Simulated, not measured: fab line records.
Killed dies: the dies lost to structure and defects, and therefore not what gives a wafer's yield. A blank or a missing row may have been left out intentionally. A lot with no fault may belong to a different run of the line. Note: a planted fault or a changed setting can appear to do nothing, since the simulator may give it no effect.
fab line records -- flow gf180mcu -- part 1 of 2: steps 1 to 27 of 40
[record] lots = 5, wafers = 15, last_day = 33
route steps=602 shown POLY_GATE@175 HV_LDD@176
lots with no fault: from the same line, run without faults
start_h: the number of hours between the record's first day and the start of the first shown wafer of the lot -- wait_h: hours from the lot's prior step to this one -- " unchanged from the row above -- L1.1+2: a row that stands for several wafers -- - value missing, or start not given -- * or withheld: withheld -- < > ~ a bound
route shown NAME@n: NAME is a module with steps in the file, n the number in the route of the first one -- usual: mean and standard deviation over wafers with no fault -- same: alike in all rows -- chamber/n: place in a boat -- sites: each site's reading -- _std_site: their standard deviation -- _edge_site: mean of outer sites minus mean of inner sites -- radius_mm: for every site, how far away it sits from the centre of the wafer -- mask NAME#n: copy n -- behind: tool/chamber where the wafer was last shaped -- hold: what put the lot on hold/how long, in hours/how the hold closed -- device: the transistor (n, p or np) that didn't switch -- end of line: the route-end tests of the same wafers -- a step without rows: its recipe alone -- killed: not the wafer's yield, but the dies lost to structure and defects at the first sort -- map: dies across one wafer; x = killed, . = not, _ = none there
set.NAME: the setting the step ran with; set.NAME@STEP: the setting that earlier step ran with -- model.NAME: the simulator's own value behind a step, which no gauge read
lots at selected steps of the route; one table per step, one row per wafer
services: the hour from which a tool's chamber was out of use, counted from the record's first day as start_h (under 0 if before that day), plus the number of hours and why
[[steps]]
[step GF_POLY_GATE_CD_MEAS_18]
[usual] cd_nm = 280.2/1.8
lot.wafer,tool,chamber,start_h,wait_h,cd_nm
L075.4,cd_sem-01,-,206.67,0.1,274.2
L075.5,cd_sem-01,-,206.67,0.1,275.5
L075.6,cd_sem-01,-,206.67,0.1,275.7
L076.1,cd_sem-01,-,216.65,0.1,281.2
L076.3,cd_sem-01,-,216.65,0.1,281.7
L076.5,cd_sem-01,-,216.65,0.1,281.9
L079.1,cd_sem-02,-,235.33,0.1,281.3
L079.2,cd_sem-02,-,235.33,0.1,281.0
L079.4,cd_sem-02,-,235.33,0.1,280.8
L082.2,cd_sem-02,-,253.49,0.1,279.2
L082.4,cd_sem-02,-,253.49,0.1,278.4
L082.6,cd_sem-02,-,253.49,0.1,279.1
L091.2,cd_sem-01,-,322.89,0.1,279.9
L091.5,cd_sem-01,-,322.89,0.1,281.9
L091.6,cd_sem-01,-,322.89,0.1,280.4
[step GF_HV_LDD_DEHYDRATE_00]
[recipe] temp_c = 200, time_s = 60
[usual] exhaust_pa = 44.9/0.95
lot.wafer,tool,chamber,start_h,wait_h,exhaust_pa
L075.4,litho_track-02,0,214.91,8.2,44.7
L075.5,litho_track-02,0,214.91,8.2,44.1
L075.6,litho_track-02,0,214.91,8.2,44.6
L076.1,litho_track-01,0,224.80,8.1,44.7
L076.3,litho_track-01,0,224.80,8.1,44.9
L076.5,litho_track-01,0,224.80,8.1,43.0
L079.1,litho_track-02,0,243.44,8.1,45.5
L079.2,litho_track-02,0,243.44,8.1,46.0
L079.4,litho_track-02,0,243.44,8.1,46.4
L082.2,litho_track-02,0,262.46,8.9,44.2
L082.4,litho_track-02,0,262.46,8.9,44.8
L082.6,litho_track-02,0,262.46,8.9,43.8
L091.2,litho_track-02,0,332.36,9.4,45.5
L091.5,litho_track-02,0,332.36,9.4,45.3
L091.6,litho_track-02,0,332.36,9.4,44.3
[step GF_HV_LDD_HMDS_01]
[recipe] prime_time_s = 60, prime_temp_c = 120
[usual] exhaust_pa = 44.9/0.81
lot.wafer,tool,chamber,start_h,wait_h,exhaust_pa
L075.4,litho_track-02,0,215.06,0.1,45.5
L075.5,litho_track-02,0,215.06,0.1,45.8
L075.6,litho_track-02,0,215.06,0.1,45.8
L076.1,litho_track-01,0,224.95,0.1,43.3
L076.3,litho_track-01,0,224.95,0.1,46.0
L076.5,litho_track-01,0,224.95,0.1,44.0
L079.1,litho_track-02,0,243.59,0.1,44.4
L079.2,litho_track-02,0,243.59,0.1,45.0
L079.4,litho_track-02,0,243.59,0.1,44.1
L082.2,litho_track-02,0,262.61,0.1,44.7
L082.4,litho_track-02,0,262.61,0.1,45.5
L082.6,litho_track-02,0,262.61,0.1,45.1
L091.2,litho_track-02,0,332.51,0.1,43.6
L091.5,litho_track-02,0,332.51,0.1,44.5
L091.6,litho_track-02,0,332.51,0.1,43.9
[step GF_HV_LDD_COAT_02]
[recipe] resist = NOVOLAK, spin_rpm = 3000, resist_thk_nm = 1000
[usual] exhaust_pa = 45.2/0.94
lot.wafer,tool,chamber,start_h,wait_h,exhaust_pa
L075.4,litho_track-02,0,215.21,0.1,45.3
L075.5,litho_track-02,0,215.21,0.1,46.2
L075.6,litho_track-02,0,215.21,0.1,45.1
L076.1,litho_track-01,0,225.10,0.1,44.9
L076.3,litho_track-01,0,225.10,0.1,46.5
L076.5,litho_track-01,0,225.10,0.1,47.4
L079.1,litho_track-02,0,243.74,0.1,44.7
L079.2,litho_track-02,0,243.74,0.1,45.1
L079.4,litho_track-02,0,243.74,0.1,44.7
L082.2,litho_track-02,0,262.76,0.1,44.9
L082.4,litho_track-02,0,262.76,0.1,44.6
L082.6,litho_track-02,0,262.76,0.1,45.3
L091.2,litho_track-02,0,332.66,0.1,44.3
L091.5,litho_track-02,0,332.66,0.1,44.2
L091.6,litho_track-02,0,332.66,0.1,45.4
[step GF_HV_LDD_SOFTBAKE_03]
[recipe] temp_c = 90, time_s = 60, resist = NOVOLAK
[usual] exhaust_pa = 45.1/0.69
lot.wafer,tool,chamber,start_h,wait_h,exhaust_pa
L075.4,litho_track-02,0,215.36,0.1,44.4
L075.5,litho_track-02,0,215.36,0.1,45.0
L075.6,litho_track-02,0,215.36,0.1,45.4
L076.1,litho_track-01,0,225.25,0.1,45.3
L076.3,litho_track-01,0,225.25,0.1,46.3
L076.5,litho_track-01,0,225.25,0.1,45.4
L079.1,litho_track-02,0,243.89,0.1,44.1
L079.2,litho_track-02,0,243.89,0.1,45.6
L079.4,litho_track-02,0,243.89,0.1,45.3
L082.2,litho_track-02,0,262.91,0.1,44.9
L082.4,litho_track-02,0,262.91,0.1,44.8
L082.6,litho_track-02,0,262.91,0.1,45.2
L091.2,litho_track-02,0,332.81,0.1,45.9
L091.5,litho_track-02,0,332.81,0.1,44.3
L091.6,litho_track-02,0,332.81,0.1,45.6
[step GF_HV_LDD_EXPOSE_04]
[recipe] mask_id = Nplus_LV_AREA, target_cd_nm = 400, na = 0.6, source_shape = conventional, sigma_outer = 0.6, dose_mj = 140
lot.wafer,tool,chamber,start_h,wait_h,mask
L075.4+5+6,iline_stepper-02,0,-,-,Nplus_LV_AREA#0
L076.1+3+5,iline_stepper-02,0,-,-,Nplus_LV_AREA#0
L079.1+2+4,iline_stepper-02,0,-,-,Nplus_LV_AREA#0
L082.2+4+6,iline_stepper-01,0,-,-,Nplus_LV_AREA#0
L091.2+5+6,iline_stepper-01,0,-,-,Nplus_LV_AREA#0
[step GF_HV_LDD_PEB_05]
[recipe] temp_c = withheld, time_s = *, resist = NOVOLAK
[usual] exhaust_pa = 44.9/0.92
lot.wafer,tool,chamber,start_h,wait_h,exhaust_pa
L075.4,litho_track-02,0,-,-,43.0
L075.5,litho_track-02,0,-,-,44.0
L075.6,litho_track-02,0,-,-,45.0
L076.1,litho_track-04,0,-,-,45.7
L076.3,litho_track-04,0,-,-,46.1
L076.5,litho_track-04,0,-,-,45.8
L079.1,litho_track-02,0,-,-,45.0
L079.2,litho_track-02,0,-,-,45.4
L079.4,litho_track-02,0,-,-,44.7
L082.2,litho_track-02,0,-,-,45.4
L082.4,litho_track-02,0,-,-,45.5
L082.6,litho_track-02,0,-,-,43.9
L091.2,litho_track-04,0,-,-,45.4
L091.5,litho_track-04,0,-,-,46.5
L091.6,litho_track-04,0,-,-,43.9
[step GF_HV_LDD_DEVELOP_06]
[recipe] develop_time_s = 60, dev_temp_c = 23
[usual] exhaust_pa = 45.0/0.98
lot.wafer,tool,chamber,start_h,wait_h,exhaust_pa
L075.4,litho_track-02,0,223.71,0.1,45.3
L075.5,litho_track-02,0,223.71,0.1,44.7
L075.6,litho_track-02,0,223.71,0.1,44.5
L076.1,litho_track-04,0,233.69,0.1,43.8
L076.3,litho_track-04,0,233.69,0.1,44.3
L076.5,litho_track-04,0,233.69,0.1,45.9
L079.1,litho_track-02,0,253.04,0.1,44.1
L079.2,litho_track-02,0,253.04,0.1,46.0
L079.4,litho_track-02,0,253.04,0.1,43.9
L082.2,litho_track-02,0,272.51,0.1,43.0
L082.4,litho_track-02,0,272.51,0.1,43.6
L082.6,litho_track-02,0,272.51,0.1,44.3
L091.2,litho_track-04,0,342.96,0.1,44.3
L091.5,litho_track-04,0,342.96,0.1,44.8
L091.6,litho_track-04,0,342.96,0.1,43.7
[step GF_HV_LDD_CD_MEAS_07]
[recipe] target_cd_nm = 400
[usual] cd_nm = 400.2/1.9
lot.wafer,tool,chamber,start_h,wait_h,cd_nm
L075.4,cd_sem-01,-,223.85,0.1,398.9
L075.5,cd_sem-01,-,223.85,0.1,399.2
L075.6,cd_sem-01,-,223.85,0.1,399.3
L076.1,cd_sem-02,-,233.84,0.1,403.5
L076.3,cd_sem-02,-,233.84,0.1,402.5
L076.5,cd_sem-02,-,233.84,0.1,403.9
L079.1,cd_sem-01,-,253.19,0.1,406.1
L079.2,cd_sem-01,-,253.19,0.1,404.6
L079.4,cd_sem-01,-,253.19,0.1,404.6
L082.2,cd_sem-01,-,272.66,0.1,397.1
L082.4,cd_sem-01,-,272.66,0.1,396.2
L082.6,cd_sem-01,-,272.66,0.1,397.8
L091.2,cd_sem-02,-,343.10,0.1,397.2
L091.5,cd_sem-02,-,343.10,0.1,400.4
L091.6,cd_sem-02,-,343.10,0.1,398.3
[step GF_HV_LDD_OVL_MEAS_08]
[usual] HV_LDD_OVL = 1.3/1.5
lot.wafer,tool,chamber,start_h,wait_h,HV_LDD_OVL[nm]
L075.4,overlay-01,-,223.93,0.1,2.4
L075.5,overlay-01,-,223.93,0.1,1.7
L075.6,overlay-01,-,223.93,0.1,2.6
L076.1,overlay-02,-,233.96,0.1,4.8
L076.3,overlay-02,-,233.96,0.1,4.0
L076.5,overlay-02,-,233.96,0.1,3.6
L079.1,overlay-01,-,253.31,0.1,3.0
L079.2,overlay-01,-,253.31,0.1,0.5
L079.4,overlay-01,-,253.31,0.1,3.0
L082.2,overlay-02,-,272.76,0.1,-0.2
L082.4,overlay-02,-,272.76,0.1,-0.6
L082.6,overlay-02,-,272.76,0.1,1.3
L091.2,overlay-02,-,343.21,0.1,2.8
L091.5,overlay-02,-,343.21,0.1,1.6
L091.6,overlay-02,-,343.21,0.1,0.7
[step GF_HV_LDD_IMPLANT_09]
[recipe] species = As, energy_kev = 40, dose_cm2 = 1e+14, tilt_deg = 7
lot.wafer,tool,chamber,start_h,wait_h
L075.4+5+6,implanter-02,0,224.02,0.1
L076.1+3+5,implanter-02,0,233.99,0.0
L079.1+2+4,implanter-02,0,253.34,0.0
L082.2+4+6,implanter-03,0,272.82,0.0
L091.2+5+6,implanter-04,0,343.27,0.0
[step GF_HV_LDD_STRIP_10]
[recipe] chemistry = O2/N2, power_w = 1400, pressure_mtorr = 1500, platen_temp_c = 250, o2_flow_sccm = 3000, n2_flow_sccm = 300, overash_fraction = 0.5
[usual] drypump_motor_current_A = 5.7/0.46, heater_power_w = 319/12, oes_product_au = 0.716/0.0047, strip_time_to_endpoint_s = 12.65/0.04
[same] overash_fraction = 0.5
lot.wafer,tool,chamber,start_h,wait_h,drypump_motor_current_A,heater_power_w,oes_product_au,rf_hours_counter_h,strip_time_to_endpoint_s
L075.4,plasma_asher-04,0,224.13,0.1,5.8,343,0.718,-,12.59
L075.5,plasma_asher-04,0,224.13,0.1,5.8,334,0.714,-,12.65
L075.6,plasma_asher-04,1,224.13,0.1,5.9,321,0.723,-,12.63
L076.1,plasma_asher-04,0,234.14,0.1,5.8,333,0.718,58,12.62
L076.3,plasma_asher-04,0,234.14,0.1,5.8,344,0.721,-,12.63
L076.5,plasma_asher-04,1,234.14,0.1,5.9,322,0.720,-,12.63
L079.1,plasma_asher-03,1,253.49,0.1,5.0,306,0.716,63,12.70
L079.2,plasma_asher-03,0,253.49,0.1,5.5,330,0.724,63,12.69
L079.4,plasma_asher-03,0,253.49,0.1,5.5,333,0.719,-,12.68
L082.2,plasma_asher-02,1,272.94,0.1,6.5,314,0.712,49,12.69
L082.4,plasma_asher-02,1,272.94,0.1,6.5,311,0.722,-,12.71
L082.6,plasma_asher-02,1,272.94,0.1,6.5,320,0.711,-,12.72
L091.2,plasma_asher-02,1,343.39,0.1,6.4,312,0.716,57,12.67
L091.5,plasma_asher-02,1,343.39,0.1,6.5,311,0.725,-,12.60
L091.6,plasma_asher-02,0,343.39,0.1,5.8,312,0.716,-,12.63
[step GF_HV_LDD_TW_MEAS_11]
[usual] HV_LDD_TW = 2405/13
lot.wafer,tool,chamber,start_h,wait_h,HV_LDD_TW
L075.4,film_metro-03,-,224.22,0.1,2399
L075.5,film_metro-03,-,224.22,0.1,2395
L075.6,film_metro-03,-,224.22,0.1,2392
L076.1,film_metro-04,-,234.24,0.1,2398
L076.3,film_metro-04,-,234.24,0.1,2401
L076.5,film_metro-04,-,234.24,0.1,2395
L079.1,film_metro-04,-,253.59,0.1,2428
L079.2,film_metro-04,-,253.59,0.1,2424
L079.4,film_metro-04,-,253.59,0.1,2409
L082.2,film_metro-01,-,273.05,0.1,2404
L082.4,film_metro-01,-,273.05,0.1,2422
L082.6,film_metro-01,-,273.05,0.1,2425
L091.2,film_metro-04,-,343.50,0.1,2409
L091.5,film_metro-04,-,343.50,0.1,2393
L091.6,film_metro-04,-,343.50,0.1,2422
[step GF_HV_LDD_DEHYDRATE_12]
[recipe] temp_c = 200, time_s = 60
[usual] exhaust_pa = 44.9/0.9
lot.wafer,tool,chamber,start_h,wait_h,exhaust_pa
L075.4,litho_track-01,0,232.57,8.3,45.1
L075.5,litho_track-01,0,232.57,8.3,43.9
L075.6,litho_track-01,0,232.57,8.3,43.0
L076.1,litho_track-04,0,242.39,8.1,45.3
L076.3,litho_track-04,0,242.39,8.1,44.6
L076.5,litho_track-04,0,242.39,8.1,44.9
L079.1,litho_track-01,0,262.44,8.8,45.1
L079.2,litho_track-01,0,262.44,8.8,45.4
L079.4,litho_track-01,0,262.44,8.8,44.1
L082.2,litho_track-04,0,282.46,9.4,43.6
L082.4,litho_track-04,0,282.46,9.4,44.6
L082.6,litho_track-04,0,282.46,9.4,44.3
L091.2,litho_track-02,0,353.51,10.0,45.0
L091.5,litho_track-02,0,353.51,10.0,44.3
L091.6,litho_track-02,0,353.51,10.0,46.3
[step GF_HV_LDD_HMDS_13]
[recipe] prime_time_s = 60, prime_temp_c = 120
[usual] exhaust_pa = 44.9/0.95
lot.wafer,tool,chamber,start_h,wait_h,exhaust_pa
L075.4,litho_track-01,0,232.72,0.1,46.0
L075.5,litho_track-01,0,232.72,0.1,44.5
L075.6,litho_track-01,0,232.72,0.1,45.9
L076.1,litho_track-04,0,242.54,0.1,45.7
L076.3,litho_track-04,0,242.54,0.1,45.1
L076.5,litho_track-04,0,242.54,0.1,44.0
L079.1,litho_track-01,0,262.59,0.1,43.9
L079.2,litho_track-01,0,262.59,0.1,44.1
L079.4,litho_track-01,0,262.59,0.1,43.1
L082.2,litho_track-04,0,282.61,0.1,46.3
L082.4,litho_track-04,0,282.61,0.1,45.1
L082.6,litho_track-04,0,282.61,0.1,45.6
L091.2,litho_track-02,0,353.66,0.1,43.4
L091.5,litho_track-02,0,353.66,0.1,45.2
L091.6,litho_track-02,0,353.66,0.1,44.3
[step GF_HV_LDD_COAT_14]
[recipe] resist = NOVOLAK, spin_rpm = 3000, resist_thk_nm = 1000
[usual] exhaust_pa = 45.1/0.83
lot.wafer,tool,chamber,start_h,wait_h,exhaust_pa
L075.4,litho_track-01,0,232.87,0.1,44.7
L075.5,litho_track-01,0,232.87,0.1,45.6
L075.6,litho_track-01,0,232.87,0.1,44.7
L076.1,litho_track-04,0,242.69,0.1,44.4
L076.3,litho_track-04,0,242.69,0.1,45.9
L076.5,litho_track-04,0,242.69,0.1,44.6
L079.1,litho_track-01,0,262.74,0.1,45.8
L079.2,litho_track-01,0,262.74,0.1,45.6
L079.4,litho_track-01,0,262.74,0.1,45.1
L082.2,litho_track-04,0,282.76,0.1,46.8
L082.4,litho_track-04,0,282.76,0.1,46.1
L082.6,litho_track-04,0,282.76,0.1,45.8
L091.2,litho_track-02,0,353.81,0.1,46.4
L091.5,litho_track-02,0,353.81,0.1,45.4
L091.6,litho_track-02,0,353.81,0.1,47.0
[step GF_HV_LDD_SOFTBAKE_15]
[recipe] temp_c = 90, time_s = 60, resist = NOVOLAK
[usual] exhaust_pa = 45.2/0.94
lot.wafer,tool,chamber,start_h,wait_h,exhaust_pa
L075.4,litho_track-01,0,233.02,0.1,47.1
L075.5,litho_track-01,0,233.02,0.1,46.6
L075.6,litho_track-01,0,233.02,0.1,45.9
L076.1,litho_track-04,0,242.84,0.1,45.4
L076.3,litho_track-04,0,242.84,0.1,46.2
L076.5,litho_track-04,0,242.84,0.1,44.5
L079.1,litho_track-01,0,262.89,0.1,44.9
L079.2,litho_track-01,0,262.89,0.1,44.4
L079.4,litho_track-01,0,262.89,0.1,45.6
L082.2,litho_track-04,0,282.91,0.1,44.5
L082.4,litho_track-04,0,282.91,0.1,44.1
L082.6,litho_track-04,0,282.91,0.1,44.7
L091.2,litho_track-02,0,353.96,0.1,44.0
L091.5,litho_track-02,0,353.96,0.1,43.6
L091.6,litho_track-02,0,353.96,0.1,43.5
[step GF_HV_LDD_EXPOSE_16]
[recipe] mask_id = Pplus_LV_AREA, target_cd_nm = 400, na = 0.6, source_shape = conventional, sigma_outer = 0.6, dose_mj = 140
lot.wafer,tool,chamber,start_h,wait_h,mask
L075.4+5+6,iline_stepper-01,0,-,-,Pplus_LV_AREA#0
L076.1+3+5,iline_stepper-01,0,-,-,Pplus_LV_AREA#0
L079.1+2+4,iline_stepper-02,0,-,-,Pplus_LV_AREA#0
L082.2+4+6,iline_stepper-01,0,-,-,Pplus_LV_AREA#0
L091.2+5+6,iline_stepper-01,0,-,-,Pplus_LV_AREA#0
[step GF_HV_LDD_PEB_17]
[recipe] temp_c = withheld, time_s = *, resist = NOVOLAK
[usual] exhaust_pa = 45.1/0.91
lot.wafer,tool,chamber,start_h,wait_h,exhaust_pa
L075.4,litho_track-02,0,-,-,45.2
L075.5,litho_track-02,0,-,-,45.8
L075.6,litho_track-02,0,-,-,43.8
L076.1,litho_track-02,0,-,-,44.9
L076.3,litho_track-02,0,-,-,46.0
L076.5,litho_track-02,0,-,-,46.1
L079.1,litho_track-01,0,-,-,45.1
L079.2,litho_track-01,0,-,-,45.3
L079.4,litho_track-01,0,-,-,45.6
L082.2,litho_track-02,0,-,-,44.6
L082.4,litho_track-02,0,-,-,44.9
L082.6,litho_track-02,0,-,-,43.8
L091.2,litho_track-04,0,-,-,46.9
L091.5,litho_track-04,0,-,-,45.1
L091.6,litho_track-04,0,-,-,45.2
[step GF_HV_LDD_DEVELOP_18]
[recipe] develop_time_s = 60, dev_temp_c = 23
[usual] exhaust_pa = 45.2/0.86
lot.wafer,tool,chamber,start_h,wait_h,exhaust_pa
L075.4,litho_track-02,0,242.11,0.1,44.7
L075.5,litho_track-02,0,242.11,0.1,44.6
L075.6,litho_track-02,0,242.11,0.1,45.5
L076.1,litho_track-02,0,251.79,0.1,45.3
L076.3,litho_track-02,0,251.79,0.1,45.4
L076.5,litho_track-02,0,251.79,0.1,45.3
L079.1,litho_track-01,0,272.74,0.1,45.7
L079.2,litho_track-01,0,272.74,0.1,42.8
L079.4,litho_track-01,0,272.74,0.1,45.0
L082.2,litho_track-02,0,292.66,0.1,45.3
L082.4,litho_track-02,0,292.66,0.1,45.9
L082.6,litho_track-02,0,292.66,0.1,44.9
L091.2,litho_track-04,0,364.86,0.1,45.5
L091.5,litho_track-04,0,364.86,0.1,44.8
L091.6,litho_track-04,0,364.86,0.1,47.1
[step GF_HV_LDD_CD_MEAS_19]
[recipe] target_cd_nm = 400
[usual] cd_nm = 400.0/2.3
lot.wafer,tool,chamber,start_h,wait_h,cd_nm
L075.4,cd_sem-02,-,242.25,0.1,400.4
L075.5,cd_sem-02,-,242.25,0.1,398.8
L075.6,cd_sem-02,-,242.25,0.1,398.8
L076.1,cd_sem-01,-,251.94,0.1,404.2
L076.3,cd_sem-01,-,251.94,0.1,398.3
L076.5,cd_sem-01,-,251.94,0.1,403.1
L079.1,cd_sem-02,-,272.89,0.1,393.7
L079.2,cd_sem-02,-,272.89,0.1,397.0
L079.4,cd_sem-02,-,272.89,0.1,395.7
L082.2,cd_sem-01,-,292.81,0.1,395.1
L082.4,cd_sem-01,-,292.81,0.1,396.7
L082.6,cd_sem-01,-,292.81,0.1,395.4
L091.2,cd_sem-02,-,365.00,0.1,397.6
L091.5,cd_sem-02,-,365.00,0.1,396.2
L091.6,cd_sem-02,-,365.00,0.1,398.6
[step GF_HV_LDD_OVL_MEAS_20]
[usual] HV_LDD_01_OVL = -0.8/1.4
lot.wafer,tool,chamber,start_h,wait_h,HV_LDD_01_OVL[nm]
L075.4,overlay-02,-,242.33,0.1,0.4
L075.5,overlay-02,-,242.33,0.1,0.5
L075.6,overlay-02,-,242.33,0.1,0.2
L076.1,overlay-02,-,252.06,0.1,1.1
L076.3,overlay-02,-,252.06,0.1,0.0
L076.5,overlay-02,-,252.06,0.1,0.5
L079.1,overlay-02,-,273.01,0.1,0.8
L079.2,overlay-02,-,273.01,0.1,0.8
L079.4,overlay-02,-,273.01,0.1,0.0
L082.2,overlay-02,-,292.91,0.1,-1.9
L082.4,overlay-02,-,292.91,0.1,0.0
L082.6,overlay-02,-,292.91,0.1,-1.3
L091.2,overlay-01,-,365.11,0.1,-3.9
L091.5,overlay-01,-,365.11,0.1,-1.3
L091.6,overlay-01,-,365.11,0.1,-4.9
[step GF_HV_LDD_IMPLANT_21]
[recipe] species = BF2, energy_kev = 25, dose_cm2 = 5e+13, tilt_deg = 7
lot.wafer,tool,chamber,start_h,wait_h
L075.4+5+6,implanter-03,0,242.42,0.1
L076.1+3+5,implanter-03,0,252.09,0.0
L079.1+2+4,implanter-04,0,273.05,0.0
L082.2+4+6,implanter-03,0,293.00,0.1
L091.2+5+6,implanter-04,0,365.16,0.0
[step GF_HV_LDD_STRIP_22]
[recipe] chemistry = O2/N2, power_w = 1400, pressure_mtorr = 1500, platen_temp_c = 250, o2_flow_sccm = 3000, n2_flow_sccm = 300, overash_fraction = 0.5
[usual] drypump_motor_current_A = 5.8/0.4, heater_power_w = 321/12, oes_product_au = 0.717/0.0045, strip_time_to_endpoint_s = 12.65/0.039
[same] overash_fraction = 0.5
lot.wafer,tool,chamber,start_h,wait_h,drypump_motor_current_A,heater_power_w,oes_product_au,rf_hours_counter_h,strip_time_to_endpoint_s
L075.4,plasma_asher-02,0,242.53,0.1,5.8,314,0.720,-,12.70
L075.5,plasma_asher-02,0,242.53,0.1,5.8,304,0.719,-,12.73
L075.6,plasma_asher-02,1,242.53,0.1,6.5,309,0.718,-,12.73
L076.1,plasma_asher-03,0,252.24,0.1,5.5,336,0.717,62,12.62
L076.3,plasma_asher-03,1,252.24,0.1,5.0,308,0.719,-,12.62
L076.5,plasma_asher-03,0,252.24,0.1,5.5,325,0.705,-,12.63
L079.1,plasma_asher-04,0,273.20,0.1,5.8,332,0.714,63,12.71
L079.2,plasma_asher-04,1,273.20,0.1,5.9,323,0.721,63,12.67
L079.4,plasma_asher-04,1,273.20,0.1,5.9,313,0.710,-,12.67
L082.2,plasma_asher-04,0,293.12,0.1,5.8,331,0.721,65,12.66
L082.4,plasma_asher-04,1,293.12,0.1,5.9,324,0.716,-,12.63
L082.6,plasma_asher-04,0,293.12,0.1,5.8,342,0.712,-,12.67
L091.2,plasma_asher-02,1,365.29,0.1,6.5,313,0.722,59,12.69
L091.5,plasma_asher-02,0,365.29,0.1,5.7,313,0.713,-,12.68
L091.6,plasma_asher-02,1,365.29,0.1,6.5,318,0.716,-,12.67
[step GF_HV_LDD_TW_MEAS_23]
[usual] HV_LDD_2_TW = 1053/6.3
lot.wafer,tool,chamber,start_h,wait_h,HV_LDD_2_TW
L075.4,film_metro-01,-,242.62,0.1,1053
L075.5,film_metro-01,-,242.62,0.1,1049
L075.6,film_metro-01,-,242.62,0.1,1051
L076.1,film_metro-01,-,252.34,0.1,1055
L076.3,film_metro-01,-,252.34,0.1,1050
L076.5,film_metro-01,-,252.34,0.1,1051
L079.1,film_metro-01,-,273.30,0.1,1053
L079.2,film_metro-01,-,273.30,0.1,1052
L079.4,film_metro-01,-,273.30,0.1,1059
L082.2,film_metro-04,-,293.23,0.1,1061
L082.4,film_metro-04,-,293.23,0.1,1056
L082.6,film_metro-04,-,293.23,0.1,1056
L091.2,film_metro-03,-,365.40,0.1,1042
L091.5,film_metro-03,-,365.40,0.1,1051
L091.6,film_metro-03,-,365.40,0.1,1044
[step GF_HV_LDD_DEHYDRATE_24]
[recipe] temp_c = 200, time_s = 60
[usual] exhaust_pa = 45.1/0.84
lot.wafer,tool,chamber,start_h,wait_h,exhaust_pa
L075.4,litho_track-01,0,251.37,8.7,44.7
L075.5,litho_track-01,0,251.37,8.7,45.9
L075.6,litho_track-01,0,251.37,8.7,46.6
L076.1,litho_track-01,0,261.24,8.9,45.3
L076.3,litho_track-01,0,261.24,8.9,44.3
L076.5,litho_track-01,0,261.24,8.9,44.8
L079.1,litho_track-04,0,283.04,9.7,46.4
L079.2,litho_track-04,0,283.04,9.7,46.9
L079.4,litho_track-04,0,283.04,9.7,48.6
L082.2,litho_track-02,0,302.86,9.6,45.0
L082.4,litho_track-02,0,302.86,9.6,44.8
L082.6,litho_track-02,0,302.86,9.6,44.1
L091.2,litho_track-04,0,376.06,10.6,44.8
L091.5,litho_track-04,0,376.06,10.6,43.8
L091.6,litho_track-04,0,376.06,10.6,43.4
[step GF_HV_LDD_HMDS_25]
[recipe] prime_time_s = 60, prime_temp_c = 120
[usual] exhaust_pa = 44.9/0.85
lot.wafer,tool,chamber,start_h,wait_h,exhaust_pa
L075.4,litho_track-01,0,251.52,0.1,45.3
L075.5,litho_track-01,0,251.52,0.1,44.3
L075.6,litho_track-01,0,251.52,0.1,44.1
L076.1,litho_track-01,0,261.39,0.1,45.5
L076.3,litho_track-01,0,261.39,0.1,46.2
L076.5,litho_track-01,0,261.39,0.1,44.4
L079.1,litho_track-04,0,283.19,0.1,46.8
L079.2,litho_track-04,0,283.19,0.1,46.3
L079.4,litho_track-04,0,283.19,0.1,46.2
L082.2,litho_track-02,0,303.01,0.1,46.0
L082.4,litho_track-02,0,303.01,0.1,45.4
L082.6,litho_track-02,0,303.01,0.1,45.5
L091.2,litho_track-04,0,376.21,0.1,42.9
L091.5,litho_track-04,0,376.21,0.1,42.7
L091.6,litho_track-04,0,376.21,0.1,44.6
